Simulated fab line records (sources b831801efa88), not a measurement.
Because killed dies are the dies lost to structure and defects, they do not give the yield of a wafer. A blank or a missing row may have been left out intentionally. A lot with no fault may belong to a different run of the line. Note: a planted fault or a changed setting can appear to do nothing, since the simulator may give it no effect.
fab line records	flow sky130
[record] lots = 11	wafers = 33	last_day = 50
route steps=708 shown LDD_P@266 SD_P@329 LI_CONTACT@386 METAL1@440 PAD_OPEN@708
lots that met no fault: taken from a fault-free run of the same line
start_h: start of the lot's first displayed wafer, in hours after the record's first day	wait_h: hours since the lot's step before	" same as the row above	L1.1+2: several wafers, shown together as one row	- value missing, or start not given	* or withheld: withheld	< > ~ a bound
route shown NAME@n: a module of which the file shows steps, and the number in the route of the first	usual: average and standard deviation across the fault-free wafers	same: alike in all rows	chamber/n: place in a boat	sites: the reading at each site	_std_site: standard deviation across them	_edge_site: mean of outer sites minus mean of inner sites	radius_mm: for every site, how far away it sits from the centre of the wafer	mask NAME#n: copy n	behind: the most recent tool/chamber to have shaped the wafer	hold: why the lot went on hold/how many hours it stayed there/how the hold came to an end	device: names the non-switching transistor (n, p or np)	end of line: tests of these same wafers at the route's end	a step given without rows: its recipe and nothing more	killed: count of dies lost to structure and defects at first sort (not the wafer's yield)	map: per-die view of a wafer (x killed, . not killed, _ where there is no die)
set.NAME: the setting that was run; set.NAME@STEP: the one run at that earlier step	model.NAME: the simulator's own value behind a step, which no gauge read
route steps across a sampled set of lots; one table per step, one row per wafer
services: from which hour (start_h, from the record's first day; less than 0 if before it) a tool's chamber was out of use, for how many hours, and why
[[steps]]
[step SKY_LDD_P_TW_MEAS_11]
[usual] LDD_P_TW = 632/11
lot.wafer	tool	chamber	start_h	wait_h	LDD_P_TW
L421.1	film_metro-04	-	433.47	0.1	618
L421.5	"	-	"	"	621
L421.6	"	-	"	"	617
L423.3	film_metro-03	-	453.34	0.1	652
L423.4	"	-	"	"	649
L423.6	"	-	"	"	648
L427.2	film_metro-04	-	505.82	0.1	623
L427.3	"	-	"	"	623
L427.6	"	-	"	"	627
L429.1	film_metro-01	-	507.53	0.1	638
L429.3	"	-	"	"	638
L429.6	"	-	"	"	639
L431.2	film_metro-04	-	515.69	0.1	622
L431.3	"	-	"	"	623
L431.5	"	-	"	"	623
L433.3	film_metro-04	-	537.10	0.1	617
L433.5	"	-	"	"	620
L433.6	"	-	"	"	619
L438.1	film_metro-04	-	605.81	0.1	621
L438.2	"	-	"	"	626
L438.5	"	-	"	"	621
L440.2	film_metro-01	-	605.88	0.1	640
L440.5	"	-	"	"	639
L440.6	"	-	"	"	636
L441.1	film_metro-01	-	606.82	0.1	636
L441.4	"	-	"	"	643
L441.5	"	-	"	"	641
L443.4	film_metro-03	-	620.70	0.1	644
L443.5	"	-	"	"	645
L443.6	"	-	"	"	646
L444.2	film_metro-04	-	628.88	0.1	627
L444.3	"	-	"	"	626
L444.4	"	-	"	"	627
[step SKY_SD_P_IMPLANT_09]
[recipe] species = BF2	energy_kev = 20	dose_cm2 = 3e+15	tilt_deg = 0
[usual] beam_on_s = 15.4/0.63	dose_ions_cm2 = 3.001e+15/3.6e+12
lot.wafer	tool	chamber	start_h	wait_h	beam_on_s	dose_ions_cm2
L421.1	implanter-03	0	586.22	0.0	15.8	2.997e+15
L421.5	"	0	"	"	15.9	2.998e+15
L421.6	"	0	"	"	15.9	2.996e+15
L423.3	implanter-03	0	605.37	0.1	15.7	2.995e+15
L423.4	"	0	"	"	16.5	3e+15
L423.6	"	0	"	"	16.2	3.001e+15
L427.2	implanter-04	0	652.63	0.0	15.0	3.002e+15
L427.3	"	0	"	"	15.1	3e+15
L427.6	"	0	"	"	14.6	3.001e+15
L429.1	implanter-03	0	656.97	0.0	12.9	2.379e+15
L429.3	"	0	"	"	12.6	2.378e+15
L429.6	"	0	"	"	12.9	2.378e+15
L431.2	implanter-03	0	662.07	0.0	12.6	2.378e+15
L431.3	"	0	"	"	12.6	2.38e+15
L431.5	"	0	"	"	12.8	2.383e+15
L433.3	implanter-03	0	682.12	0.1	12.4	2.382e+15
L433.5	"	0	"	"	12.2	2.384e+15
L433.6	"	0	"	"	12.7	2.377e+15
L438.1	implanter-04	0	748.26	0.0	14.5	3.004e+15
L438.2	"	0	"	"	15.1	2.999e+15
L438.5	"	0	"	"	14.8	3.002e+15
L440.2	implanter-01	0	749.04	0.1	15.3	3e+15
L440.5	"	0	"	"	14.7	2.997e+15
L440.6	"	0	"	"	14.0	2.994e+15
L441.1	implanter-03	0	749.76	0.0	16.5	3e+15
L441.4	"	0	"	"	16.8	3.004e+15
L441.5	"	0	"	"	16.0	3.001e+15
L443.4	implanter-04	0	759.78	0.1	14.4	3.002e+15
L443.5	"	0	"	"	14.9	3.003e+15
L443.6	"	0	"	"	14.9	2.997e+15
L444.2	implanter-03	0	769.39	0.0	16.3	3.001e+15
L444.3	"	0	"	"	16.3	3.001e+15
L444.4	"	0	"	"	16.0	2.997e+15
[step SKY_SD_P_STRIP_10]
[recipe] chemistry = O2/N2	power_w = 1400	pressure_mtorr = 1500	platen_temp_c = withheld	o2_flow_sccm = 3000	n2_flow_sccm = 300	overash_fraction = 0.5
[usual] drypump_motor_current_A = 5.8/0.47	oes_product_au = 0.617/0.0048	strip_time_to_endpoint_s = 17.50/0.033
lot.wafer	tool	chamber	start_h	wait_h	drypump_motor_current_A	oes_product_au	rf_hours_counter_h	strip_time_to_endpoint_s
L421.1	plasma_asher-02	0	586.37	0.1	5.2	0.611	47	17.52
L421.5	"	1	"	"	6.2	0.613	-	17.49
L421.6	"	0	"	"	5.1	0.614	-	17.46
L423.3	plasma_asher-03	0	605.50	0.1	6.1	0.615	-	17.55
L423.4	"	1	"	"	6.2	0.620	-	17.58
L423.6	"	0	"	"	6.2	0.615	-	17.53
L427.2	plasma_asher-02	1	652.76	0.1	6.2	0.619	53	17.55
L427.3	"	1	"	"	6.2	0.616	-	17.52
L427.6	"	1	"	"	6.2	0.621	-	17.55
L429.1	plasma_asher-03	0	657.12	0.1	6.2	0.627	81	17.07
L429.3	"	1	"	"	6.2	0.623	-	17.07
L429.6	"	0	"	"	6.2	0.632	-	17.07
L431.2	plasma_asher-03	1	662.20	0.1	6.2	0.622	82	17.01
L431.3	"	0	"	"	6.2	0.629	-	17.00
L431.5	"	1	"	"	6.1	0.624	-	17.01
L433.3	plasma_asher-03	1	682.25	0.1	6.2	0.626	-	17.09
L433.5	"	0	"	"	6.2	0.629	-	17.09
L433.6	"	1	"	"	6.2	0.621	-	17.06
L438.1	plasma_asher-02	1	748.41	0.1	6.2	0.614	63	17.46
L438.2	"	0	"	"	5.1	0.622	63	17.50
L438.5	"	0	"	"	5.1	0.617	-	17.53
L440.2	plasma_asher-02	1	749.16	0.1	6.2	0.616	63	17.49
L440.5	"	0	"	"	5.2	0.615	-	17.49
L440.6	"	1	"	"	6.1	0.621	-	17.50
L441.1	plasma_asher-02	0	749.91	0.1	5.2	0.618	63	17.49
L441.4	"	1	"	"	6.2	0.621	-	17.50
L441.5	"	0	"	"	5.2	0.622	-	17.52
L443.4	plasma_asher-01	1	759.89	0.1	5.5	0.614	-	17.48
L443.5	"	1	"	"	5.5	0.622	-	17.52
L443.6	"	0	"	"	5.3	0.617	-	17.48
L444.2	plasma_asher-03	0	769.52	0.1	6.2	0.618	92	17.54
L444.3	"	0	"	"	6.2	0.611	-	17.50
L444.4	"	1	"	"	6.2	0.619	-	17.55
[step SKY_SD_N_RS_MEAS_17]
[recipe] thk_meas_gauge = four-point-probe
[usual] SD_P_RS = 147.2/0.45
lot.wafer	tool	chamber	start_h	wait_h	SD_P_RS[ohm/sq]
L421.1	film_metro-02	-	644.56	0.1	147.5
L421.5	"	-	"	"	147.6
L421.6	"	-	"	"	147.9
L423.3	film_metro-04	-	662.65	0.1	146.7
L423.4	"	-	"	"	146.3
L423.6	"	-	"	"	146.4
L427.2	film_metro-02	-	708.74	0.1	147.5
L427.3	"	-	"	"	147.2
L427.6	"	-	"	"	146.9
L429.1	film_metro-01	-	714.32	0.1	150.9
L429.3	"	-	"	"	151.0
L429.6	"	-	"	"	151.0
L431.2	film_metro-01	-	719.64	0.1	151.8
L431.3	"	-	"	"	151.7
L431.5	"	-	"	"	151.2
L433.3	film_metro-04	-	738.52	0.1	150.4
L433.5	"	-	"	"	149.7
L433.6	"	-	"	"	150.2
L438.1	film_metro-01	-	801.41	0.1	147.8
L438.2	"	-	"	"	147.1
L438.5	"	-	"	"	147.2
L440.2	film_metro-04	-	802.68	0.1	146.4
L440.5	"	-	"	"	146.7
L440.6	"	-	"	"	146.8
L441.1	film_metro-04	-	803.91	0.1	147.5
L441.4	"	-	"	"	147.0
L441.5	"	-	"	"	146.9
L443.4	film_metro-01	-	814.86	0.1	147.1
L443.5	"	-	"	"	147.2
L443.6	"	-	"	"	147.4
L444.2	film_metro-01	-	822.04	0.1	147.3
L444.3	"	-	"	"	147.1
L444.4	"	-	"	"	147.1
[step SKY_LI_CONTACT_CMP_24]
[recipe] stop_on = PSG	t_overpolish_s = 20	down_force_psi = 3.5	platen_rpm = 60	target_thk_nm = 0	pad_velocity_m_s = 0.94248
[usual] motor_current_A = 10.8/1.2	overpolish_run_s = 19.999/0.0098	platen_rpm = 60.00/0.039	time_to_endpoint_s = 97/4.5
lot.wafer	tool	chamber	start_h	wait_h	motor_current_A	overpolish_run_s	platen_rpm	time_to_endpoint_s
L421.1	cmp-02	0	673.46	0.1	10.7	20.019	59.95	98
L421.6	"	3	"	"	13.0	19.994	60.00	103
L421.5	"	0	"	"	10.9	19.977	59.97	104
L423.4	cmp-01	0	692.72	0.0	10.5	20.001	60.02	92
L423.3	"	3	"	"	9.1	19.997	60.03	100
L423.6	"	1	"	"	12.0	20.007	59.99	96
L427.2	cmp-01	1	737.82	0.1	12.3	19.995	59.94	95
L427.3	"	3	"	"	9.2	19.998	60.03	93
L427.6	"	1	"	"	11.9	20.010	60.05	95
L429.3	cmp-01	0	743.43	0.2	10.3	19.998	59.96	87
L429.1	"	3	"	"	8.8	20.007	59.98	90
L429.6	"	0	"	"	10.6	20.001	59.93	89
L431.3	cmp-02	3	748.83	0.2	12.9	20.016	60.07	96
L431.2	"	0	"	"	11.0	20.015	60.00	97
L431.5	"	3	"	"	12.5	20.002	60.02	96
L433.3	cmp-01	2	766.93	0.2	10.7	20.003	59.99	105
L433.5	"	3	"	"	8.8	20.008	59.97	99
L433.6	"	0	"	"	10.9	20.013	59.95	89
L438.2	cmp-01	3	828.77	0.1	8.6	19.995	59.99	98
L438.1	"	0	"	"	10.6	19.990	60.01	89
L438.5	"	3	"	"	9.1	20.005	60.00	98
L440.2	cmp-01	3	829.73	0.1	9.1	19.993	60.00	99
L440.6	"	2	"	"	10.1	19.991	60.00	102
L440.5	"	3	"	"	9.0	20.000	59.93	101
L441.4	cmp-01	0	831.53	0.0	10.6	20.021	59.99	100
L441.1	"	3	"	"	9.0	19.998	59.99	100
L441.5	"	0	"	"	10.6	20.008	60.08	97
L443.4	cmp-01	1	841.94	0.1	12.1	19.999	60.09	99
L443.6	"	3	"	"	9.0	19.995	60.04	97
L443.5	"	0	"	"	10.7	19.997	59.91	91
L444.3	cmp-01	1	849.92	0.1	12.5	19.993	59.97	95
L444.4	"	2	"	"	10.6	19.992	60.05	100
L444.2	"	3	"	"	9.3	19.976	60.03	93
[step SKY_METAL1_THK_MEAS_06]
[recipe] thk_meas_gauge = xrf	reads = AlCu_of_METAL1_SPUTTER_02
[usual] METAL1_ALCU_THK = 254/3.6
lot.wafer	tool	chamber	start_h	wait_h	METAL1_ALCU_THK[nm]
L421.1	film_metro-03	-	732.04	0.1	255
L421.5	"	-	"	"	254
L421.6	"	-	"	"	255
L423.3	film_metro-03	-	751.80	0.1	253
L423.4	"	-	"	"	253
L423.6	"	-	"	"	253
L427.2	film_metro-03	-	794.92	0.1	250
L427.3	"	-	"	"	250
L427.6	"	-	"	"	249
L429.1	film_metro-03	-	798.79	0.1	252
L429.3	"	-	"	"	249
L429.6	"	-	"	"	248
L431.2	film_metro-03	-	806.05	0.1	250
L431.3	"	-	"	"	254
L431.5	"	-	"	"	251
L433.3	film_metro-03	-	822.46	0.1	250
L433.5	"	-	"	"	246
L433.6	"	-	"	"	251
L438.1	film_metro-04	-	884.85	0.1	260
L438.2	"	-	"	"	261
L438.5	"	-	"	"	261
L440.2	film_metro-04	-	886.19	0.1	259
L440.5	"	-	"	"	255
L440.6	"	-	"	"	256
L441.1	film_metro-03	-	887.74	0.1	257
L441.4	"	-	"	"	260
L441.5	"	-	"	"	258
L443.4	film_metro-01	-	897.21	0.1	249
L443.5	"	-	"	"	252
L443.6	"	-	"	"	253
L444.2	film_metro-01	-	905.25	0.1	261
L444.3	"	-	"	"	262
L444.4	"	-	"	"	260
[step SKY_PAD_OPEN_PROBE_99]
[usual] killed_at_M0_to_M3 = 44/6.4	killed_at_M4_up = 3.0/1.8	killed_at_contacts = 24/5	killed_at_front_end = 16/4.3	killed_at_other = 0.4/0.76	killed_dies = 88/8.6	killed_on_rim = 18/4	killed_open = 47/7.2	killed_short = 40/5.5
[same] gross_dies = 492	killed_at_back_side = 0
lot.wafer	tool	chamber	start_h	wait_h	killed_at_M0_to_M3	killed_at_M4_up	killed_at_contacts	killed_at_front_end	killed_at_other	killed_dies	killed_on_rim	killed_open	killed_short
L423.3	prober-01	-	1085.65	0.2	39	4	16	12	0	71	14	35	36
L423.4	prober-01	-	1085.70	0.2	51	5	13	17	1	87	19	48	39
L423.6	prober-01	-	1085.80	0.2	51	5	22	18	0	96	19	61	35
// killed by level:class
L423.3 VIA1:geometric_particle:open=7 LI_CONTACT:geometric_particle:open=6 VIA3:geometric_particle:open=6 CONTACT:geometric_particle:open=5 VIA1:geometric_particle:short=5 VIA2:geometric_particle:open=5 FIELD_ISO:geometric_particle:short=4 METAL1:geometric_particle:short=4
L423.4 VIA2:geometric_particle:open=13 VIA1:geometric_particle:open=10 VIA3:geometric_particle:open=8 CONTACT:geometric_particle:open=6 METAL1:geometric_particle:short=6 VIA1:geometric_particle:short=4 METAL4:geometric_particle:short=4 FIELD_ISO:geometric_particle:short=3
L423.6 VIA1:geometric_particle:open=17 CONTACT:geometric_particle:open=9 VIA3:geometric_particle:open=8 POLY_GATE:geometric_particle:short=6 VIA2:geometric_particle:open=6 VIA1:geometric_particle:short=6 POLY_GATE:geometric_particle:open=5 LI_CONTACT:geometric_particle:open=5
[[services]]
tool	chamber	start_h	hours	kind
plasma_asher-03	-	565.38	2.8	pm
implanter-03	-	571.96	2.7	repair
cmp-02	-	572.00	4.0	pm
cmp-02	-	574.88	2.3	repair
cmp-01	-	581.47	5.8	pm
plasma_asher-03	-	582.89	2.7	repair
implanter-01	-	590.93	0.8	repair
cmp-01	-	609.83	2.4	repair
cmp-01	-	617.58	3.5	pm
plasma_asher-03	-	630.04	1.9	repair
implanter-01	-	637.06	18.5	repair
cmp-01	-	639.21	1.2	repair
cmp-02	-	647.64	0.5	repair
cmp-02	-	649.75	1.5	repair
cmp-02	-	654.34	0.9	repair
plasma_asher-02	-	700.98	5.1	repair
plasma_asher-03	-	724.65	2.9	repair
cmp-01	-	728.64	2.7	repair
cmp-02	-	740.25	7.9	pm
cmp-01	-	744.03	4.0	pm
implanter-03	-	745.27	4.4	repair
implanter-04	-	787.02	4.0	pm
cmp-02	-	812.20	0.6	repair
cmp-02	-	830.73	3.0	repair
[[key]]
[first_sign] step = SKY_SD_P_IMPLANT_09	reading = dose_ions_cm2	direction = down	sigmas = 99+	usual = *	struck = *
[effect] step = SKY_SD_P_IMPLANT_09	reading = beam_on_s	direction = down	sigmas = 4.4	usual = 15.4	struck = 12.6
[effect] step = SKY_SD_P_STRIP_10	reading = strip_time_to_endpoint_s	direction = down	sigmas = 14	usual = *	struck = *
[effect] step = SKY_SD_N_RS_MEAS_17	reading = SD_P_RS	direction = up	sigmas = 8.1	usual = 147.2	struck = 150.9
met_at SKY_SD_P_IMPLANT_09
struck_lots L429,L431,L433
tester_left_out L429,L431,L433
not_acting_at SKY_LDD_P_TW_MEAS_11,SKY_LI_CONTACT_CMP_24,SKY_METAL1_THK_MEAS_06
onset_between 605.37 656.97
[fault] kind = process_parameter_drift	tool = implanter-03	chamber = -	onset_h = 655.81	steps = SKY_SD_P_IMPLANT_09	channel = dose_cm2	offset = *	shape = step	end_h = 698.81	acts_in = *	stated = *
// tester_left_out: of these lots the tester's yield and bins aren't shown, on N5 and GAA mostly nor the transistor test; their killed dies are dies lost to structure and defects alone, not to doping, threshold or leakage, so they don't give the yield
